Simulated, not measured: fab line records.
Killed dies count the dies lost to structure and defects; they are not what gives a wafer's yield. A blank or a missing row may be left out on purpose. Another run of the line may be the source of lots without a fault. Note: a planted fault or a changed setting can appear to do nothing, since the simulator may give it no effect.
fab line records | flow sfq-line
record lots=6 wafers=18 last-day=85
route steps=325 shown M1@58
lots that met no fault: taken from a fault-free run of the same line
start-h: hours from the record's opening day to when the first of the lot's shown wafers began | wait-h: hours from the lot's prior step to this one | " as in the row above | L1.1+2: several wafers, shown together as one row | - no value, or no start given | * or withheld: withheld | < > ~ a bound
route shown NAME@n: names a module that has steps shown in the file, with the first one's number in the route | usual: the fault-free wafers' mean and standard deviation | same: alike in all rows | chamber/n: place in a boat | sites: readings site by site | _std_site: their standard deviation | _edge_site: outer sites' mean less inner sites' | radius-mm: for every site, how far away it sits from the centre of the wafer | mask NAME#n: copy n | behind: tool/chamber where the wafer was last shaped | hold: reason for holding the lot/hours on hold/outcome of the hold | device: transistor that didn't switch, given as n, p or np | end of line: tests run on the same wafers once the route is complete | a step given without rows: its recipe and nothing more | killed: the dies lost at the first sort to structure and to defects; this is not the yield of the wafer | map: the dies of a wafer, with x for killed, . for not killed, _ for no die there
set.NAME: setting as actually run; set.NAME@STEP: the setting as run at that earlier step | model.NAME: the simulator's own value behind a step, which no gauge read
certain route steps with their lots: each step a table, each wafer a row
services: the hour from which a tool's chamber was out of use, counted from the record's first day as start-h (under 0 if before that day), plus the number of hours and why
## steps
# step SFQ_TRILAYER_M1_DEP_PRE_CLEAN_038
# recipe gas=Ar time-s=22.5 bias-v=250
# step SFQ_TRILAYER_M1_DEP_SPUTTER_037
# recipe material=Nb base-pressure-pa=1.33e-06 chamber-pressure-pa=0.1333 substrate-temp-c=20 resputter-cathode-voltage-v=400 target-thk-nm=200 power-w=2000 time-s=133.3
# usual resputter-cathode-voltage-v=400/3.9 throttle-valve-pct=29.9/0.8
# columns lot.wafer tool chamber start-h wait-h resputter-cathode-voltage-v throttle-valve-pct
L634.1 pvd-sputter-06 - 409.48 0.0 402 29.9
L634.3 " - " " 398 29.5
L634.6 " - " " 399 29.5
L637.1 pvd-sputter-05 - 445.18 0.0 401 29.8
L637.3 " - " " 405 29.9
L637.4 " - " " 391 31.5
L638.1 pvd-sputter-03 - 458.78 0.0 404 29.4
L638.2 " - " " 401 28.9
L638.4 " - " " 395 29.8
L650.1 pvd-sputter-05 - 591.63 0.0 398 30.1
L650.4 " - " " 409 31.6
L650.5 " - " " 393 29.8
L651.1 pvd-sputter-03 - 594.25 0.0 400 31.0
L651.3 " - " " 404 29.5
L651.5 " - " " 404 28.6
L655.4 pvd-sputter-06 - 622.85 0.0 395 29.1
L655.5 " - " " 400 29.5
L655.6 " - " " 398 29.6
# step SFQ_M1_RS_MEAS_909
# recipe thk-meas-gauge=four-point-probe reads=Nb_of_TRILAYER_M1_DEP_SPUTTER_037
# usual M1_NB_RS=0.895/0.0094
# columns lot.wafer tool chamber start-h wait-h M1_NB_RS[ohm/sq]
L634.1 film-metro-03 - 409.57 0.0 0.894
L634.3 " - " " 0.891
L634.6 " - " " 0.896
L637.1 film-metro-03 - 445.27 0.0 0.911
L637.3 " - " " 0.898
L637.4 " - " " 0.901
L638.1 film-metro-03 - 458.87 0.0 0.886
L638.2 " - " " 0.886
L638.4 " - " " 0.882
L650.1 film-metro-03 - 591.72 0.0 0.890
L650.4 " - " " 0.903
L650.5 " - " " 0.887
L651.1 film-metro-04 - 594.34 0.0 0.878
L651.3 " - " " 0.879
L651.5 " - " " 0.889
L655.4 film-metro-03 - 623.00 0.1 0.907
L655.5 " - " " 0.904
L655.6 " - " " 0.911
# step SFQ_TRILAYER_M1_LITHO_COAT_044
# recipe resist=BARC spin-rpm=3000 resist-thk-nm=62
# step SFQ_TRILAYER_M1_LITHO_COAT_039
# recipe resist=KrF spin-rpm=3000 resist-thk-nm=600
# step SFQ_TRILAYER_M1_LITHO_SOFTBAKE_043
# recipe temp-c=withheld time-s=withheld resist=KrF
# step SFQ_TRILAYER_M1_LITHO_EXPOSE_040
# recipe mask-id=M1 na=0.6 source-shape=conventional sigma-outer=0.65 target-cd-nm=500 dose-mj=14.4
# step SFQ_TRILAYER_M1_LITHO_PEB_042
# recipe peb-temp-c=115 peb-time-s=60 resist=KrF
# step SFQ_TRILAYER_M1_LITHO_DEVELOP_041
# recipe time-s=60 resist=KrF
# step SFQ_M1_OVL_MEAS_911
# usual M1_OVL=0/6.3
# columns lot.wafer tool chamber start-h wait-h M1_OVL[nm]
L634.1 overlay-02 - 565.24 0.1 9
L634.3 " - " " 8
L634.6 " - " " 8
L637.1 overlay-01 - 606.26 0.1 -4
L637.3 " - " " 1
L637.4 " - " " -5
L638.1 overlay-01 - 614.66 0.1 2
L638.2 " - " " -5
L638.4 " - " " 2
L650.1 overlay-02 - 716.76 0.1 3
L650.4 " - " " -10
L650.5 " - " " 2
L651.1 overlay-01 - 717.96 0.1 -8
L651.3 " - " " -15
L651.5 " - " " -3
L655.4 overlay-01 - 745.57 0.1 5
L655.5 " - " " -5
L655.6 " - " " 8
# step SFQ_TRILAYER_M1_BARC_OPEN_METAL_ETCH_054
# recipe mask-material=PR chemistry=O2 target-depth-nm=125 target=BARC icp-w=600 bias-w=80 pressure-mtorr=10 time-s=41.7
# usual drypump-motor-current-A=5.8/0.38 oes-product-au=0.685/0.0053 rf-fwd-power-W=592.6/2.7
# columns lot.wafer tool chamber start-h wait-h drypump-motor-current-A oes-product-au rf-fwd-power-W rf-hours-counter-h
L634.1 rie-metal-02 0 565.27 0.0 5.6 0.690 594.2 13
L634.3 " 0 " " 5.6 0.686 597.8 -
L634.6 " 1 " " 6.5 0.684 591.6 -
L637.1 rie-metal-03 0 606.29 0.0 5.6 0.678 596.8 53
L637.3 " 1 " " 6.1 0.697 590.3 -
L637.4 " 0 " " 5.6 0.681 596.2 -
L638.1 rie-metal-03 1 614.69 0.0 6.1 0.692 592.4 31
L638.2 " 0 " " 5.6 0.693 593.8 54
L638.4 " 0 " " 5.6 0.689 597.6 -
L650.1 rie-metal-02 1 716.79 0.0 6.5 0.683 591.5 61
L650.4 " 0 " " 5.6 0.686 596.1 -
L650.5 " 1 " " 6.5 0.692 593.6 -
L651.1 rie-metal-04 1 717.99 0.0 5.4 0.685 594.4 28
L651.3 " 1 " " 5.4 0.683 596.0 -
L651.5 " 0 " " 5.9 0.686 589.4 -
L655.4 rie-metal-03 0 745.61 0.0 5.6 0.684 595.0 -
L655.5 " 0 " " 5.6 0.688 594.7 -
L655.6 " 1 " " 6.1 0.683 590.4 -
# step SFQ_TRILAYER_M1_ETCH_METAL_ETCH_042
# recipe target=Nb stop-on=SiO2 mask-material=PR chemistry=Cl2/Ar target-depth-nm=240 icp-w=600 bias-w=80 pressure-mtorr=10 time-s=120
# usual drypump-motor-current-A=5.8/0.38 oes-product-au=0.891/0.0072 rf-fwd-power-W=596.5/2
# columns lot.wafer tool chamber start-h wait-h drypump-motor-current-A oes-product-au rf-fwd-power-W rf-hours-counter-h model.KrF_of_TRILAYER_M1_LITHO_COAT_039.thk-nm
L634.1 rie-metal-02 0 565.33 0.0 5.6 0.891 598.4 13 382.2
L634.3 " 0 " " 5.6 0.897 600.0 - 380.4
L634.6 " 1 " " 6.5 0.890 598.1 - 381
L637.1 rie-metal-03 0 606.35 0.0 5.5 0.880 502.7 53 398.2
L637.3 " 1 " " 6.1 0.889 596.8 - 377
L637.4 " 0 " " 5.6 0.881 501.4 - 400.1
L638.1 rie-metal-03 1 614.75 0.0 6.1 0.903 595.5 31 375.9
L638.2 " 0 " " 5.6 0.898 502.5 54 398.8
L638.4 " 0 " " 5.6 0.902 498.8 - 399.5
L650.1 rie-metal-02 1 716.85 0.0 6.5 0.881 596.0 61 382.7
L650.4 " 0 " " 5.6 0.890 597.2 - 385.3
L650.5 " 1 " " 6.5 0.886 596.7 - 381.2
L651.1 rie-metal-04 1 718.05 0.0 5.4 0.897 594.6 28 376.8
L651.3 " 1 " " 5.4 0.902 595.6 - 378.7
L651.5 " 0 " " 5.9 0.885 595.3 - 382.8
L655.4 rie-metal-03 0 745.69 0.1 5.6 0.879 597.6 - 381.1
L655.5 " 0 " " 5.6 0.882 596.6 - 382.2
L655.6 " 1 " " 6.1 0.884 597.0 - 380
# step SFQ_TRILAYER_M1_STRIP_STRIP_043
# recipe gas=O2 power-w=200 platen-temp-c=40 overash-fraction=0.65 chemistry=O2 pressure-mtorr=50
# usual drypump-motor-current-A=5.8/0.38 oes-product-au=0.999/0.008
# columns lot.wafer tool chamber start-h wait-h drypump-motor-current-A oes-product-au rf-hours-counter-h
L634.1 rie-metal-02 0 565.46 0.1 5.6 0.997 13
L634.3 " 0 " " 5.6 1.001 -
L634.6 " 1 " " 6.5 0.996 -
L637.1 rie-metal-03 0 606.48 0.1 5.6 0.997 53
L637.3 " 1 " " 6.1 1.004 -
L637.4 " 0 " " 5.6 1.000 -
L638.1 rie-metal-03 1 614.88 0.1 6.1 1.008 31
L638.2 " 0 " " 5.6 1.011 55
L638.4 " 0 " " 5.5 0.996 -
L650.1 rie-metal-02 1 716.98 0.1 6.5 0.996 61
L650.4 " 0 " " 5.6 0.988 -
L650.5 " 1 " " 6.5 0.997 -
L651.1 rie-metal-04 1 718.18 0.1 5.4 1.008 28
L651.3 " 1 " " 5.4 1.011 -
L651.5 " 0 " " 5.9 0.996 -
L655.4 rie-metal-03 0 745.98 0.2 5.6 1.007 -
L655.5 " 0 " " 5.5 1.000 -
L655.6 " 1 " " 6.1 1.005 -
## services
# columns tool chamber start-h hours kind
rie-metal-02 0 417.47 - clean
rie-metal-02 0 417.47 14.4 scheduled-down
rie-metal-02 0 417.47 14.4 vent-cycle
pvd-sputter-06 - 430.60 8.9 repair
pvd-sputter-03 - 457.10 1.5 repair
rie-metal-04 0 457.82 6.0 repair
rie-metal-04 1 458.97 20.1 repair
pvd-sputter-05 - 466.76 2.5 repair
pvd-sputter-03 - 472.38 1.8 repair
pvd-sputter-05 - 477.67 3.8 repair
pvd-sputter-03 - 495.54 6.2 repair
rie-metal-04 1 522.55 - clean
rie-metal-04 1 522.55 29.5 scheduled-down
rie-metal-04 1 522.55 29.5 vent-cycle
rie-metal-04 0 543.92 37.1 repair
rie-metal-03 - 544.05 1.4 repair
pvd-sputter-03 - 608.58 0.5 repair
pvd-sputter-03 - 610.44 3.4 repair
pvd-sputter-06 - 617.46 5.3 repair
rie-metal-03 - 628.69 0.4 repair
rie-metal-03 1 659.17 1.6 repair
rie-metal-03 0 688.31 6.8 repair
pvd-sputter-03 - 735.72 18.1 repair
rie-metal-02 - 738.85 1.7 repair
## key
first-sign step=SFQ_TRILAYER_M1_ETCH_METAL_ETCH_042 reading=rf-fwd-power-W direction=down sigmas=48 usual=596.5 struck=501.4
effect none on later readings
model-effect step=SFQ_TRILAYER_M1_ETCH_METAL_ETCH_042 value=KrF_of_TRILAYER_M1_LITHO_COAT_039.thk-nm without=379.1 struck=399.1
met-at SFQ_TRILAYER_M1_ETCH_METAL_ETCH_042
struck-wafers L637.1,L637.4,L638.2,L638.4
fault kind=process-parameter-drift tool=rie-metal-03 chamber=0 onset-h=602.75 steps=SFQ_TRILAYER_M1_ETCH_METAL_ETCH_042 channel=icp-w offset=-96 shape=step end-h=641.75 acts-in=these-recipes-only stated=600
